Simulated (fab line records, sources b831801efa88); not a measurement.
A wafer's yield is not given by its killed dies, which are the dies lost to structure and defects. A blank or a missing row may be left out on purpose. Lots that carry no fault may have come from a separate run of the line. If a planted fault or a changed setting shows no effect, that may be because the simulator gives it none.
Problem report, 8D (eight disciplines) form, completed by code    flow sky130    the parts of the form that need people (team, actions taken, sign-off) are left out

## 1. THE PROBLEM
PASSIVATION_CVD_02_THK at SKY_PASSIVATION_THK_MEAS_03 reads a mean of 584 nm on 2 wafers of 2 lots; wafers without a fault read 541 nm with a standard deviation of 6.1. That is +7.0 standard deviations from the usual mean.
First observed at day 45 13:10: wafer L449.6, on film metro-02. At this step, 30 wafers from 10 lots have a number in the record. The rule behind "out" and "out of limits": a value lying over 4 standard deviations away from the usual mean. The rest of the wafers with a number are treated as sound.

## 2. WHAT THIS IS AND IS NOT
question                     is                            is not
which readings at this step  PASSIVATION_CVD_02_THK        -
which lots                   L449, L453                    L446, L447, L452, L463, L464, L465, L466, L467
which wafers of those lots   L449.6, L453.2                L449.1, L449.2, L453.3, L453.5
read on which gauges         film metro-01, film metro-02  film metro-04
when                         from day 45 13:10             up to then (8 sound wafers); but 20 sound wafers of L452, L453, L463, L464, L465, L466, L467 came after

## 3. THE SUSPECTS, EACH WITH WHAT RULES IT OUT
Counting: a tool at a process step up to the reading stays a suspect if it ran every lot that is out. Sound lots after the first of them don't rule it out here, since some wafers of a struck lot are sound.
- the gauge at SKY_PASSIVATION_THK_MEAS_03 has been ruled out. The wafers that are out were read on 2 gauges (film metro-01, film metro-02).
- plasma asher-03 at SKY_VIA4_STRIP_13 (strips in O2/N2): kept. It ran every lot that is out, first L449 (day 44 13:07).
- pecvd-02 at SKY_PASSIVATION_CVD_02 (deposits Si3N4, target thk 540 nm): kept. It processed each lot that is out (first: L449, day 45 12:56); up to then, its last sound lot is L447 (day 44 17:45).
- Within pecvd-02 at SKY_PASSIVATION_CVD_02: the wafers that are out ran in chamber 0; their sound lot-mates ran in chambers 1, 2.
Left after counting: plasma asher-03 at SKY_VIA4_STRIP_13, pecvd-02 at SKY_PASSIVATION_CVD_02.

## 4. THE CAUSE (what the simulator had put in)
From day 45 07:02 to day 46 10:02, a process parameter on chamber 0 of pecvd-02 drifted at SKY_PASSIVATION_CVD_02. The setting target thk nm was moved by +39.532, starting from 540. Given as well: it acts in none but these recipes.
Counting leaves 2 suspects; this tool is one of them.

## 5. THE CHAIN OF EFFECTS, in route order
Each row: a reading where the mean over the struck wafers with a number is more than 3 standard deviations away from the usual. Only readings whose record carries a usual standard deviation are examined. hours: median over the lots of the time between each lot's start at the first step of this table that gives one and its start at this step. sigmas: the change, counted in usual standard deviations.
hours  step                         reading                 usual       on struck wafers  change  sigmas
0      SKY_PASSIVATION_THK_MEAS_03  PASSIVATION_CVD_02_THK  541 nm      584               +43     +7.0
40     SKY_PAD_OPEN_ETCH_07         oes product au          0.979 a.u.  1.000             +0.021  +3.3
Here are the process steps it includes:
- SKY_PAD_OPEN_ETCH_07: etches the open film in CF4/O2, stops on AlCu, target depth 725 nm, time 161.1 s.

## 6. WHAT WOULD HAVE CAUGHT IT SOONER
Counted from the fault's start at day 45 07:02, it took 6 hours until the first out-of-limits reading at a measuring or inspecting step in this record, taken at day 45 13:10.
Of the tool readings at SKY_PASSIVATION_CVD_02 for which the record gives a usual standard deviation, none was out on any struck wafer, so an alarm limit of 4 standard deviations on them would not have fired.
Among the 2 lots that are out, L453 began SKY_PASSIVATION_CVD_02 on pecvd-02 after day 45 13:10. A tool hold placed at that time would have kept it from harm.
